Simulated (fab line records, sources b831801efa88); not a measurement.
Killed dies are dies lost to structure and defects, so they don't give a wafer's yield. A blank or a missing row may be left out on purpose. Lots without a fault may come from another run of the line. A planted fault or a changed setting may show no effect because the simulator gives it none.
A struck lot beside a sound one | flow sky130 | 16 steps out of a route of 708
Sound: wafers L375.1, L375.5, L375.6. Struck: wafer L388.3. (L388.2, L388.5 of the same lot were not struck and are left out.) The cause comes at the end.
At each step with rows: each side's tool, then ch and its chambers, then its first start. Under that, the readings that differ: sound wafers | struck wafers | difference of the means | sigmas: that difference in standard deviations of wafers without a fault.
alike: readings whose means differ by less than 2 such deviations, and words and numbers that are the same on both sides. not compared: withheld readings, readings that some wafer has no value for, bounds like >300 that may hide the same value, and numbers for which the record gives no deviation and whose values overlap.
The two part at a step that has a row with sigmas, a row that says differs or no value, or rows on one side only. Numbers that don't overlap but have no deviation are shown without sigmas and don't part them. A reading that every wafer of one side lacks parts them only if that side has two wafers or more.

first, 3 steps without rows for these wafers: SKY_METAL1_EXPOSE_12 (exposes mask MM1, target cd 140 nm); SKY_METAL1_PEB_13; SKY_METAL1_DEVELOP_14 (develop time 60 s).
SKY_METAL1_CD_MEAS_15: target cd 140 nm.
  sound on cd_sem-02, day 33 12:17; struck on cd_sem-01, day 38 07:07
  reading    | sound             | struck | difference | sigmas
  cd_nm (nm) | 142.3 141.2 140.8 | 138.0  | -3.4       | -2
SKY_METAL1_OVL_MEAS_16:
  sound on overlay-02, day 33 12:24; struck on overlay-01, day 38 07:13
  alike: METAL1_OVL
SKY_METAL1_DESCUM_17: chemistry O2, time 8 s.
  sound on rie_metal-02 ch 0,1, day 33 12:26; struck on rie_metal-03 ch 0, day 38 07:14
  reading               | sound             | struck | difference | sigmas
  oes_product_au (a.u.) | 0.993 0.985 0.998 | 1.021  | +0.029     | +3
  alike: drypump_motor_current_A, he_backside_leak_sccm, rf_fwd_power_W, temp_c
  not compared: rf_hours_counter_h
SKY_METAL1_ETCH_18: etches BARC in N2/H2, stops on SiO2, time 45.9 s, target depth 60 nm.
  sound on rie_metal-02 ch 0,1, day 33 12:28; struck on rie_metal-03 ch 0, day 38 07:16
  reading                      | sound                | struck | difference | sigmas
  he_backside_leak_sccm (sccm) | 5.53 3.28 3.47       | 3.62   | -0.47      | -2
  oes_product_au (a.u.)        | 0.848 0.850 0.856    | 0.861  | +0.010     | +2
  throttle_valve_pct (%)       | 13.228 13.238 13.233 | 13.214 | -0.019     | -2
  alike: drypump_motor_current_A, rf_fwd_power_W
  not compared: rf_hours_counter_h
SKY_METAL1_METAL_ETCH_19: etches the open film in Cl2/BCl3, stops on SiO2, target depth 360 nm, time 78 s.
  sound on rie_metal-02 ch 0,1, day 33 12:32; struck on rie_metal-03 ch 0, day 38 07:20
  reading                      | sound             | struck | difference | sigmas
  he_backside_leak_sccm (sccm) | 3.22 3.19 3.53    | 3.71   | +0.40      | +3
  oes_product_au (a.u.)        | 0.849 0.840 0.845 | 0.858  | +0.013     | +2
  alike: drypump_motor_current_A, mfc_cl2_sccm, rf_fwd_power_W, throttle_valve_pct
  not compared: rf_hours_counter_h
SKY_METAL1_STRIP_20: strips in O2/N2.
  sound on plasma_asher-01 ch 0,1, day 33 12:38; struck on plasma_asher-04 ch 0, day 38 07:26
  alike: drypump_motor_current_A, oes_product_au, strip_time_to_endpoint_s
  not compared: rf_hours_counter_h
then, 3 steps without rows for these wafers: SKY_METAL1_STRIP_21 (strips in post etch residue remover, time 1200 s); SKY_METAL1_CLEAN_22 (cleans in IPA, time 180 s); SKY_METAL1_CLEAN_23 (cleans in O3/DIW).
SKY_VIA1_HDPCVD_00: deposits SiO2, target thk 1030 nm, time 171.7 s.
  sound on hdpcvd-01 ch 0,1,2, day 33 13:15; struck on hdpcvd-02 ch 0, day 38 08:04
  reading                                  | sound             | struck | difference | sigmas
  sih4_flow_sccm (sccm)                    | 59.98 60.00 59.76 | 29.95  | -29.96     | -99 or more
  model.SiO2_of_VIA1_HDPCVD_00.thk_nm (nm) | 1029 1039 1034    | 515.5  | -518.5     |
SKY_VIA1_THK_MEAS_01:
  sound on film_metro-02, day 33 13:22; struck on film_metro-03, day 38 08:11
  reading              | sound          | struck | difference | sigmas
  VIA1_HDPCVD_THK (nm) | 1030 1039 1033 | 515    | -519       | -55
SKY_VIA1_CMP_02: polishes SiO2.
  sound on cmp-02 ch 1,2,3, day 33 13:32; struck on cmp-02 ch 1, day 38 08:20
  alike: head_pressure_psi, motor_current_A
-- the record jumps here: 12 days lie between the struck wafers' starts before and after (it left off in module VIA1 and takes up again in module PAD_OPEN, whose first step shown is number 708 of the route) --
SKY_PAD_OPEN_PROBE_99:
  sound on prober-02, day 46 06:10; struck on prober-02, day 49 20:34
  reading                               | sound              | struck   | difference | sigmas
  model.etest.tester.sort_n_pass        | 405 417 406        | 249      | -160       |
  model.etest.tester.sort_yield_pct (%) | 82.32 84.76 82.52  | 50.61    | -32.59     |
  model.etest.tester.sort_bin_3_pct (%) | 0.2033 1.22 0.6098 | 35.77    | +35.09     |
  model.etest.met2_comb.leak_log10_a_um | -12 -11.97 -12.24  | -7.163   | +4.907     |
  model.etest.tester.sort_bin_8_pct (%) | 0 0 0              | 0.004454 | +0.004454  |
  alike: defect_limited_yield, killed_at_M0_to_M3, killed_at_M4_up, killed_at_contacts, killed_at_front_end, killed_at_other, killed_dies, killed_open, killed_short

WHERE THEY PART
First at SKY_METAL1_CD_MEAS_15; last, within this record, at SKY_VIA1_THK_MEAS_01. Later steps at which nothing parts them and some readings are alike: SKY_VIA1_CMP_02, SKY_PAD_OPEN_PROBE_99.

WHY: what the simulator had put in
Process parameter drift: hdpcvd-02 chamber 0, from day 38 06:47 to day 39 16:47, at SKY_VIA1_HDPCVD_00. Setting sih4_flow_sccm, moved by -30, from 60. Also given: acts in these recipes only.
